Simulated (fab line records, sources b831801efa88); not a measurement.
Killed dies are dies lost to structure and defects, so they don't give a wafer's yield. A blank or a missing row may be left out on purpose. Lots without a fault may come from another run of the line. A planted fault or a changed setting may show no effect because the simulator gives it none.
fab line records | flow sky130
record lots=13 wafers=39 last_day=50
route steps=708 shown FIELD_ISO@16 NWELL@68 RES_PROTECT@210 LDD_HVN@274
lots that met no fault: from a run of the same line without faults
start_h: hours from the record's first day to the start of the lot's first wafer shown | wait_h: hours since the lot's step before | " the same as in the row above | L1.1+2: a row that stands for several wafers | - no value, or no start given | * or withheld: withheld | < > ~ a bound
route shown NAME@n: a module of which the file shows steps, and the number in the route of the first | usual: mean/standard deviation of fault-free wafers | same: alike in all rows | chamber/n: place in a boat | sites: the reading at each site | _std_site: their standard deviation | _edge_site: outer sites' mean less inner sites' | radius_mm: how far each site lies from the wafer's centre | mask NAME#n: copy n | behind: the tool/chamber that last shaped the wafer | hold: why the lot was held/for how many hours/how that ended | device: the transistor (n, p or np) that didn't switch | end of line: the same wafers' tests at the end of the route | a step without rows: its recipe alone | killed: dies lost to structure and defects at the first sort, not the wafer's yield | map: a wafer's dies, x killed, . not, _ none there
set.NAME: the setting as run; set.NAME@STEP: as run at that earlier step | model.NAME: the simulator's own value behind a step, which no gauge read
steps of the route over a sample of lots; a table a step, a row a wafer
services: from which hour (start_h, from the record's first day; less than 0 if before it) a tool's chamber was out of use, for how many hours, and why
## steps
# step SKY_FIELD_ISO_ETCH_15
# recipe chemistry=CHF3/O2 target_depth_nm=180 stop_on=Si source_w=600 bias_w=200 pressure_mtorr=40 chf3_flow_sccm=50 O2_flow_sccm=5 time_s=72
# usual drypump_motor_current_A=5.8/0.54 oes_product_au=0.942/0.0066 throttle_valve_pct=8.843/0.0098
# columns lot.wafer tool chamber start_h wait_h drypump_motor_current_A oes_product_au rf_hours_counter_h throttle_valve_pct
L731.1 rie_diel-02 3 31.20 0.0 5.7 0.936 5 8.852
L731.5 " 2 " " 5.1 0.943 - 8.849
L731.6 " 1 " " 5.2 0.945 - 8.848
L734.1 rie_diel-02 0 48.67 0.0 6.3 0.935 117 8.828
L734.4 " 2 " " 5.2 0.942 80 8.825
L734.6 " 1 " " 5.2 0.937 - 8.831
L736.1 rie_diel-04 2 54.55 0.0 6.3 0.936 136 8.830
L736.3 " 3 " " 4.7 0.933 95 8.856
L736.5 " 2 " " 6.3 0.942 - 8.834
L737.3 rie_diel-03 1 59.45 0.0 6.2 0.939 83 8.831
L737.4 " 2 " " 6.4 0.931 135 8.844
L737.5 " 3 " " 5.9 0.939 - 8.834
L738.1 rie_diel-02 0 67.12 0.0 6.3 0.942 118 8.842
L738.2 " 3 " " 5.7 0.950 5 8.851
L738.4 " 1 " " 5.2 0.947 25 8.845
L740.1 rie_diel-03 3 75.05 0.0 5.9 0.938 68 8.842
L740.5 " 2 " " 6.4 0.933 - 8.834
L740.6 " 3 " " 5.9 0.936 - 8.865
L742.1 rie_diel-03 0 88.55 0.0 5.3 0.954 4 8.843
L742.5 " 1 " " 6.2 0.943 - 8.843
L742.6 " 2 " " 6.4 0.946 - 8.826
L743.2 rie_diel-02 1 92.07 0.0 5.1 0.949 25 8.870
L743.3 " 2 " " 5.1 0.960 80 8.842
L743.6 " 2 " " 5.1 0.948 - 8.836
L745.4 rie_diel-03 2 100.82 0.0 6.4 0.940 135 8.838
L745.5 " 3 " " 5.9 0.937 - 8.838
L745.6 " 0 " " 5.3 0.943 - 8.838
L747.3 rie_diel-04 1 113.10 0.0 6.3 0.956 138 8.846
L747.4 " 0 " " 5.7 0.949 48 8.849
L747.5 " 2 " " 6.3 0.944 - 8.842
L752.1 rie_diel-04 2 137.80 0.0 6.3 0.938 137 8.843
L752.3 " 0 " " 5.7 0.934 49 8.831
L752.4 " 3 " " 4.8 0.934 96 8.850
L753.1 rie_diel-02 0 144.30 0.0 6.3 0.942 119 8.835
L753.3 " 3 " " 5.7 0.938 7 8.846
L753.5 " 1 " " 5.2 0.950 - 8.832
L754.1 rie_diel-04 2 148.35 0.0 6.3 0.944 137 8.848
L754.2 " 1 " " 6.3 0.956 139 8.853
L754.6 " 3 " " 4.7 0.946 - 8.841
# step SKY_NWELL_TW_MEAS_15
# usual NWELL_TW=1823/20
# columns lot.wafer tool chamber start_h wait_h NWELL_TW
L731.1 film_metro-03 - 88.82 0.1 1847
L731.5 " - " " 1844
L731.6 " - " " 1852
L734.1 film_metro-01 - 105.22 0.1 1818
L734.4 " - " " 1815
L734.6 " - " " 1809
L736.1 film_metro-01 - 112.42 0.1 1811
L736.3 " - " " 1800
L736.5 " - " " 1811
L737.3 film_metro-01 - 120.46 0.1 1808
L737.4 " - " " 1820
L737.5 " - " " 1817
L738.1 film_metro-04 - 128.57 0.1 1798
L738.2 " - " " 1812
L738.4 " - " " 1807
L740.1 film_metro-01 - 136.93 0.1 1815
L740.5 " - " " 1808
L740.6 " - " " 1816
L742.1 film_metro-03 - 151.97 0.1 1848
L742.5 " - " " 1844
L742.6 " - " " 1844
L743.2 film_metro-03 - 157.38 0.1 1838
L743.3 " - " " 1841
L743.6 " - " " 1835
L745.4 film_metro-03 - 165.97 0.1 1839
L745.5 " - " " 1834
L745.6 " - " " 1837
L747.3 film_metro-03 - 181.95 0.1 1855
L747.4 " - " " 1858
L747.5 " - " " 1864
L752.1 film_metro-03 - 205.74 0.1 1852
L752.3 " - " " 1850
L752.4 " - " " 1845
L753.1 film_metro-01 - 212.73 0.1 1803
L753.3 " - " " 1803
L753.5 " - " " 1806
L754.1 film_metro-03 - 219.99 0.1 1856
L754.2 " - " " 1846
L754.6 " - " " 1855
# step SKY_RES_PROTECT_EXPOSE_04
# recipe mask_id=RPM na=0.6 source_shape=conventional sigma_outer=0.6 polarization=unpolarized target_cd_nm=1270 dose_mj=131
# columns lot.wafer tool chamber start_h wait_h mask
L731.1+5+6 iline_stepper-02 0 326.06 - RPM#0
L736.1+3+5 iline_stepper-01 0 362.66 - RPM#0
L734.1+4+6 iline_stepper-02 0 362.91 - RPM#0
L737.3+4+5 iline_stepper-02 0 371.80 - RPM#0
L738.1+2+4 iline_stepper-02 0 389.83 - RPM#0
L740.1+5+6 iline_stepper-02 0 395.64 - RPM#0
L742.1+5+6 iline_stepper-02 0 419.35 - RPM#0
L743.2+3+6 iline_stepper-02 0 432.16 - TUNM#0
L745.4+5+6 iline_stepper-01 0 443.27 - RPM#0
L747.3+4+5 iline_stepper-02 0 465.33 - RPM#0
L752.1+3+4 iline_stepper-02 0 495.71 - RPM#0
L753.1+3+5 iline_stepper-02 0 506.09 - RPM#0
L754.1+2+6 iline_stepper-02 0 516.24 - RPM#0
# step SKY_RES_PROTECT_TW_MEAS_08
# usual POLY_GATE_TW=4055/39
# columns lot.wafer tool chamber start_h wait_h POLY_GATE_TW
L731.1 film_metro-03 - 339.59 0.1 4102
L731.5 " - " " 4121
L731.6 " - " " 4117
L736.1 film_metro-01 - 377.61 0.1 4016
L736.3 " - " " 3992
L736.5 " - " " 4005
L734.1 film_metro-02 - 377.74 0.1 4070
L734.4 " - " " 4062
L734.6 " - " " 4053
L737.3 film_metro-03 - 386.11 0.1 4102
L737.4 " - " " 4113
L737.5 " - " " 4087
L738.1 film_metro-01 - 404.49 0.1 4011
L738.2 " - " " 4038
L738.4 " - " " 4029
L740.1 film_metro-03 - 410.94 0.1 4093
L740.5 " - " " 4094
L740.6 " - " " 4103
L742.1 film_metro-01 - 435.10 0.1 3997
L742.5 " - " " 3989
L742.6 " - " " 4001
L743.2 film_metro-02 - 447.26 0.1 30
L743.3 " - " " 30
L743.6 " - " " 30
L745.4 film_metro-02 - 458.52 0.1 4080
L745.5 " - " " 4083
L745.6 " - " " 4072
L747.3 film_metro-02 - 480.82 0.1 4086
L747.4 " - " " 4085
L747.5 " - " " 4076
L752.1 film_metro-02 - 510.60 0.1 4034
L752.3 " - " " 4033
L752.4 " - " " 4032
L753.1 film_metro-01 - 521.49 0.1 4025
L753.3 " - " " 4017
L753.5 " - " " 4004
L754.1 film_metro-03 - 531.70 0.1 4073
L754.2 " - " " 4074
L754.6 " - " " 4077
# step SKY_LDD_HVN_OVL_MEAS_07
# usual LDD_HVN_OVL=-0.1/1.3
# columns lot.wafer tool chamber start_h wait_h LDD_HVN_OVL[nm]
L731.1 overlay-01 - 464.04 0.1 -1.5
L731.5 " - " " -0.4
L731.6 " - " " -2.7
L736.1 overlay-01 - 504.55 0.1 1.4
L736.3 " - " " 2.2
L736.5 " - " " 0.3
L734.1 overlay-01 - 506.39 0.1 1.2
L734.4 " - " " 0.1
L734.6 " - " " 1.3
L737.3 overlay-02 - 512.77 0.1 -0.5
L737.4 " - " " -1.3
L737.5 " - " " -2.0
L738.1 overlay-01 - 533.00 0.1 1.4
L738.2 " - " " 1.1
L738.4 " - " " 3.7
L740.1 overlay-01 - 540.09 0.1 -1.5
L740.5 " - " " 0.2
L740.6 " - " " 0.3
L742.1 overlay-02 - 560.94 0.1 -1.1
L742.5 " - " " 1.0
L742.6 " - " " -0.6
L743.2 overlay-02 - 574.44 0.1 -3.5
L743.3 " - " " -2.5
L743.6 " - " " -3.3
L745.4 overlay-01 - 584.90 0.1 -1.3
L745.5 " - " " -0.8
L745.6 " - " " -0.5
L747.3 overlay-02 - 606.12 0.1 -0.3
L747.4 " - " " -0.4
L747.5 " - " " -0.4
L752.1 overlay-01 - 634.45 0.1 -0.1
L752.3 " - " " -0.4
L752.4 " - " " -2.4
L753.1 overlay-02 - 643.99 0.1 0.8
L753.3 " - " " -1.1
L753.5 " - " " -0.9
L754.1 overlay-02 - 653.59 0.1 -1.3
L754.2 " - " " 1.1
L754.6 " - " " -0.1
## services
# columns tool chamber start_h hours kind
iline_stepper-02 - 11.52 7.4 repair
rie_diel-03 0 14.11 9.1 repair
rie_diel-03 2 29.19 6.7 repair
rie_diel-04 2 29.19 5.4 repair
rie_diel-02 - 67.98 0.9 repair
rie_diel-04 - 106.31 4.8 repair
rie_diel-02 - 114.44 0.6 repair
rie_diel-02 2 119.70 5.0 repair
rie_diel-04 1 120.44 9.2 repair
rie_diel-02 2 135.84 14.7 repair
rie_diel-04 3 152.15 5.2 repair
rie_diel-03 3 173.41 4.8 repair
rie_diel-02 2 183.91 6.8 repair
rie_diel-04 - 185.23 2.8 pm
rie_diel-03 3 197.40 1.4 repair
iline_stepper-02 - 201.23 1.7 pm
rie_diel-04 - 219.90 2.5 repair
rie_diel-03 3 223.90 10.9 repair
rie_diel-02 0 233.04 7.3 repair
iline_stepper-02 - 340.92 4.4 pm
rie_diel-02 1 348.55 4.3 repair
iline_stepper-02 - 419.47 1.7 pm
rie_diel-02 1 436.55 8.2 repair
rie_diel-02 3 471.80 6.2 repair
## key
first_sign step=SKY_RES_PROTECT_EXPOSE_04 reading=mask direction=changed
effect step=SKY_RES_PROTECT_TW_MEAS_08 reading=POLY_GATE_TW direction=down sigmas=99+ usual=4055 struck=30
met_at SKY_RES_PROTECT_EXPOSE_04
struck_lots L743
tester_left_out L743
not_acting_at SKY_FIELD_ISO_ETCH_15,SKY_NWELL_TW_MEAS_15,SKY_LDD_HVN_OVL_MEAS_07
onset_between 419.35 432.16
fault kind=wrong_mask tool=any chamber=- onset_h=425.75 steps=SKY_RES_PROTECT_EXPOSE_04 aux_copy=TUNM#0 scope=struck_lots_only
# tester_left_out: of these lots the tester's yield and bins aren't shown, on N5 and GAA mostly nor the transistor test; their killed dies are dies lost to structure and defects alone, not to doping, threshold or leakage, so they don't give the yield
